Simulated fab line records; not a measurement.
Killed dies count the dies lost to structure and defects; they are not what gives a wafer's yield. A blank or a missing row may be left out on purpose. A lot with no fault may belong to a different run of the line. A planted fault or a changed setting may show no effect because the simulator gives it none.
Chamber matching	flow sky130	4 sister chambers for SKY_VIA4_CMP_02 on cmp-02
The step polishes SiO2. 8 wafers are shown with their chamber, then 12 later ones without.

== EACH WAFER AND ITS CHAMBER ==
wafer	chamber	motorCurrentA (A)
L084.5	0	12.4
L084.6	3	9.6
L087.3	2	12.5
L087.4	1	12.3
L087.6	2	12.7
L089.2	3	9.5
L089.3	0	13.5
L089.5	1	12.9

== WAFERS WITHOUT THEIR CHAMBER ==
wafer	motorCurrentA (A)
L090.3	10.3
L090.5	12.4
L090.6	13.1
L093.2	12.9
L093.4	10.5
L093.6	12.9
L094.1	12.1
L094.4	13.1
L094.6	9.6
L096.1	12.3
L096.3	10.2
L096.4	13.5

== THE CHAMBER EACH PASSED THROUGH ==
wafer	from the rows above	in truth
L090.3	3	3
L090.5	can't be placed: 2 or 1 or 0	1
L090.6	can't be placed: 0 or 1 or 2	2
L093.2	can't be placed: 0 or 1 or 2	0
L093.4	3	3
L093.6	can't be placed: 0 or 1 or 2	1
L094.1	can't be placed: 2 or 1 or 0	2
L094.4	can't be placed: 0 or 1 or 2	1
L094.6	3	3
L096.1	can't be placed: 2 or 1 or 0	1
L096.3	3	3
L096.4	can't be placed: 0 or 1 or 2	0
Correctly placed: 4 of 12. Unplaceable from these rows: 8, with the true chamber sitting among the candidates in 8. Wrongly placed: 0.
How it was worked out, from the rows above alone: a wafer's distance from a chamber is the root of the sum, over the readings, of the square of ((its reading less the chamber's mean) divided by the reading's scatter). If the next closest chamber is less than 2 further off than the closest, the wafer can't be placed; otherwise it belongs to the closest. For every chamber, the mean is computed from those of its wafers that are shown. The scatter: the root of (the sum of the squares of (reading less its chamber's mean) over the shown wafers, divided by (wafers less chambers)).
